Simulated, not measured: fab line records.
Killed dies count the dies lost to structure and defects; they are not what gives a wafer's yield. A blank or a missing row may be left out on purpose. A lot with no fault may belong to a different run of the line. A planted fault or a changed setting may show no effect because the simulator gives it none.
Which tool did it? + flow gf180mcu + 11 lots, 33 wafers sampled, at 3 steps of a route of 602

WHAT THE GAUGES READ, wafer by wafer
GF_V2_RS_MEAS_24: a four-point-probe measurement.
| lot  | measured     | on           | V2_W_RS (ohm/sq)                    |
|------|--------------|--------------|-------------------------------------|
| L486 | day 22 01:58 | filmMetro-01 | 0.327 0.331 0.327                   |
| L489 | day 22 20:04 | filmMetro-02 | 0.326 0.332 0.330                   |
| L488 | day 22 23:26 | filmMetro-03 | 0.329 0.331 0.325                   |
| L490 | day 23 02:04 | filmMetro-01 | 0.329 0.325 0.326                   |
| L491 | day 23 13:28 | filmMetro-01 | 0.325 0.331 0.329                   |
| L493 | day 24 05:18 | filmMetro-01 | 0.328 0.331 0.328                   |
| L497 | day 25 11:59 | filmMetro-03 | 0.323 0.329 0.327                   |
| L502 | day 27 01:02 | filmMetro-01 | 0.374 0.323 0.325 0.373 0.323 0.324 |
| L503 | day 27 05:08 | filmMetro-01 | 0.328 0.324 0.326                   |
| L505 | day 28 00:20 | filmMetro-02 | 0.332 0.329 0.332                   |
| L506 | day 28 04:14 | filmMetro-02 | 0.331 0.336 0.330                   |

EACH LOT AND THE TOOL THAT RAN IT (in order: tool; ch and the chambers of the sampled wafers; start)
| lot  | GF_V2_ETCH_17                                | GF_V2_CVD_23                 |
|------|----------------------------------------------|------------------------------|
| L486 | rieDiel-04 ch 2,3, day 22 01:50 or earlier   | cvdW-02 ch 0,1, day 22 01:50 |
| L489 | rieDiel-04 ch 0,1, day 22 19:58 or earlier   | cvdW-02 ch 0,1, day 22 19:58 |
| L488 | rieDiel-03 ch 0,1,3, day 22 23:18 or earlier | cvdW-01 ch 0,1, day 22 23:18 |
| L490 | rieDiel-03 ch 0,2,3, day 23 01:55 or earlier | cvdW-02 ch 0,1, day 23 01:55 |
| L491 | rieDiel-03 ch 0,2,3, day 23 13:19 or earlier | cvdW-02 ch 0,1, day 23 13:19 |
| L493 | rieDiel-01 ch 0,1,3, day 24 05:11 or earlier | cvdW-02 ch 0,1, day 24 05:11 |
| L497 | rieDiel-03 ch 0,1, day 25 11:51 or earlier   | cvdW-02 ch 0,1, day 25 11:51 |
| L502 | rieDiel-03 ch 0,1,2, day 27 00:55 or earlier | cvdW-02 ch 0,1, day 27 00:55 |
| L503 | rieDiel-03 ch 0,2,3, day 27 05:00 or earlier | cvdW-01 ch 0,1, day 27 05:00 |
| L505 | rieDiel-03 ch 0,1,3, day 28 00:08 or earlier | cvdW-01 ch 1, day 28 00:08   |
| L506 | rieDiel-03 ch 1,2,3, day 28 04:00 or earlier | cvdW-01 ch 1, day 28 04:00   |
- GF_V2_ETCH_17: etches SiO2 in C4F8/O2/Ar, stops on TiN, target depth 630 nm.
- GF_V2_CVD_23: deposits W, target thk 350 nm, time 104.94 s.

THE ANSWER, worked out from the rows above alone
Rule: what is usual is taken from the lots themselves. Put in order of their means at a reading, lots are off if they are a third of the lots or fewer, leave a main group of 4 or more, and stand apart from it by a gap of 3 or more times the standard deviation of the main group's means; of several such gaps the widest counts. A main group whose means are all the same, to the digits that the tables above print for the reading, isn't used. Also off: a lot with no number at a reading for which 4 or more lots have one. Any other lot the step has rows for is counted as sound.
Off: L502, seen at GF_V2_RS_MEAS_24 (V2_W_RS). Mean 0.329 ohm/sq and standard deviation 0.0019 in the main group.
A tool fits if, at a process step before that reading, it ran every lot that is off, and no sound lot after the first of them. Gauges at GF_V2_RS_MEAS_24: tried the same way as those tools. GF_V2_ETCH_17 gives no start for some lots, so the hours and the order of its lots are those of GF_V2_CVD_23. One candidate fits, namely cvdW-02 at GF_V2_CVD_23. A fault onset in the window from L497 (day 25 11:51, its last sound lot) to L502 (day 27 00:55, its first lot off) fits.

WHAT HAD BEEN PUT IN BY THE SIMULATOR
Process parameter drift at GF_V2_CVD_23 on cvdW-02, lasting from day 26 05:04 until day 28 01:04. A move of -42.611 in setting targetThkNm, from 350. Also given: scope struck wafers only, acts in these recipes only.
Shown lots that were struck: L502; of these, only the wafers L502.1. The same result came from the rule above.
